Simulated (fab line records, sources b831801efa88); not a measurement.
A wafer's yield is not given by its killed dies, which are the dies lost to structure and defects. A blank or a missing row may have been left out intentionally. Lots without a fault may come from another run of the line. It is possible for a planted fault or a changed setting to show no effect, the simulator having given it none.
Which tool was responsible? | flow gf180mcu | 14 lots with 42 wafers sampled at 2 steps, on a route of 602 steps

## WHAT EACH GAUGE READ, for each wafer
GF_POLY_GATE_CD_MEAS_10 targets a cd of 280 nm. Usual: cd nm 279.5 nm, standard deviation 1.3.
lot  | measured     | on        | cd nm (nm)        | flag
L766 | day 9 01:38  | cd sem-01 | 279.2 279.5 277.1 |
L767 | day 9 07:04  | cd sem-02 | 278.8 280.0 279.1 |
L768 | day 9 12:11  | cd sem-01 | 280.2 279.5 280.2 |
L769 | day 10 03:20 | cd sem-02 | 279.1 278.9 279.1 |
L770 | day 10 09:52 | cd sem-02 | 279.0 279.4 279.3 |
L774 | day 11 17:32 | cd sem-02 | 281.1 280.4 279.8 |
L776 | day 11 23:59 | cd sem-01 | 280.0 280.2 280.0 |
L777 | day 12 06:50 | cd sem-01 | 279.0 279.8 280.2 |
L778 | day 12 17:37 | cd sem-02 | 279.7 279.0 278.9 |
L780 | day 13 19:05 | cd sem-02 | 279.0 279.1 278.4 |
L781 | day 13 23:14 | cd sem-01 | 280.3 280.2 279.6 |
L782 | day 14 03:56 | cd sem-02 | 280.2 280.9 282.0 |
L788 | day 15 15:28 | cd sem-01 | 278.4 278.4 278.6 |
L789 | day 16 00:41 | cd sem-01 | 279.7 280.3 280.4 |

GF_POLY_GATE_OVL_MEAS_11. Usual: for POLY_GATE_OVL the level is -4 nm and the standard deviation is 4.8.
lot  | measured     | on         | POLY_GATE_OVL (nm) | flag
L766 | day 9 01:45  | overlay-02 | -2 2 -6            |
L767 | day 9 07:11  | overlay-02 | -11 -11 -12        |
L768 | day 9 12:18  | overlay-01 | 1 -1 4             |
L769 | day 10 03:28 | overlay-01 | -5 2 -8            |
L770 | day 10 09:58 | overlay-01 | -1 -1 -1           |
L774 | day 11 17:37 | overlay-01 | 3 -4 -1            |
L776 | day 12 00:07 | overlay-02 | -1 -9 -3           |
L777 | day 12 06:58 | overlay-01 | -2 0 0             |
L778 | day 12 17:44 | overlay-01 | -5 -5 -1           |
L780 | day 13 19:12 | overlay-01 | -7 -4 -9           |
L781 | day 13 23:21 | overlay-01 | 0 -10 -5           |
L782 | day 14 04:02 | overlay-02 | 3 -6 -1            |
L788 | day 15 15:35 | overlay-02 | -4 -1 -3           |
L789 | day 16 00:48 | overlay-02 | -2 -9 3            |

## TOOL THAT RAN EACH LOT (tool first, then ch and the chambers of the sampled wafers, then the start)
Before these readings, the record contains no process step.

## AS READ BY THE TOOLS THEMSELVES (means over the sampled wafers that have a number; for cases with no such wafer, the mark the record gives instead)
The record holds no such reading with a usual standard deviation.

## THE ANSWER, worked out from the rows above alone
Rule: a lot is off if the mean of its wafers that have a number lies more than 3 standard deviations from the usual mean. Also off: a lot with no number at a reading for which 4 or more lots have one. All remaining lots with rows at the step are treated as sound. The gauges are gone through in route order, then the tools' own readings, and for those a lot's mean is taken as printed above. At the first step where some lot is off, the reading lying furthest off is the one used; lots without a number count as furthest.
None of the lots is off at any reading shown; this tells nothing.

## WHAT THE SIMULATOR HAD PUT IN
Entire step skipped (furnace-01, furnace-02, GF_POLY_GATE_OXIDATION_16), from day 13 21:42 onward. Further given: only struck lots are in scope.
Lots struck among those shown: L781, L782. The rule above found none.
